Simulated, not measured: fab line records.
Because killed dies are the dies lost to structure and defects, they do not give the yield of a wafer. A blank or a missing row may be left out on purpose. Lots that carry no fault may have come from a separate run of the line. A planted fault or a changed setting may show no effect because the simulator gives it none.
One fault through the eyes of 2 desks + flow gf180mcu + numbers are kept per desk, each desk with only its own; the story behind them comes last

## THE TOOL OWNER'S DESK: implanter-04
The tool's own readings at GF_DNWELL_IMPLANT_07, given as means over the sampled wafers that have a number, one for each lot that went through this tool. Marked OUT: a lot whose mean sits more than 4 standard deviations from the usual mean, which makes it out of limits; the brackets give that distance.
Columns: A = beam-energy-keV at GF_DNWELL_IMPLANT_07, usual 1500.1; B = dose-ions-cm2 at GF_DNWELL_IMPLANT_07, usual 1.0002e+13
| lot  | first seen here | A                | B          |
|------|-----------------|------------------|------------|
| L444 | day 4 04:43     | 1500.5           | 9.9983e+12 |
| L450 | day 5 11:25     | 1473.2 (-54) OUT | 1.0006e+13 |
| L454 | day 6 07:34     | 1473.3 (-54) OUT | 1.0005e+13 |
This desk's verdict: out of limits on L450, L454, starting with L450 at day 5 11:25 (beam-energy-keV at GF_DNWELL_IMPLANT_07). In limits: L444.

## METROLOGY DESK
Means of the sampled wafers that have a number, per lot and without regard to the tool the lot ran on: this is what the gauges read. Marked OUT: a lot whose mean sits more than 4 standard deviations from the usual mean, which makes it out of limits; the brackets give that distance.
Columns: A = STI_OXIDATION_02_THK at GF_STI_THK_MEAS_30, usual 9.97 nm
| lot  | first seen here | A     |
|------|-----------------|-------|
| L443 | day 3 11:13     | 10.08 |
| L444 | day 3 15:52     | 10.11 |
| L450 | day 4 21:31     | 9.98  |
| L454 | day 5 16:40     | 10.19 |
| L458 | day 6 12:53     | 9.90  |
| L460 | day 6 23:37     | 9.89  |
This desk's finding: nothing out of limits on any of the 6 lots.

## ALL TOGETHER
The tool owner's desk had the chance to raise an alarm at day 5 11:25 on L450, L454.
From the metrology desk's view, nothing was out of limits.
The metrology desk has L450, L454 on record, within its limits.
Of the lots named, all ran GF_DNWELL_IMPLANT_07 on implanter-04.

## WHAT THE SIMULATOR HAD PUT IN
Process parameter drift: implanter-04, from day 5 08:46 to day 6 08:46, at GF_DNWELL_IMPLANT_07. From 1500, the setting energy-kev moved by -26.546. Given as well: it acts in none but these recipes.
Struck lots among those shown: L450, L454.
Time in hours from fault onset to the first out-of-limits reading at each desk: the tool owner's desk, 3.
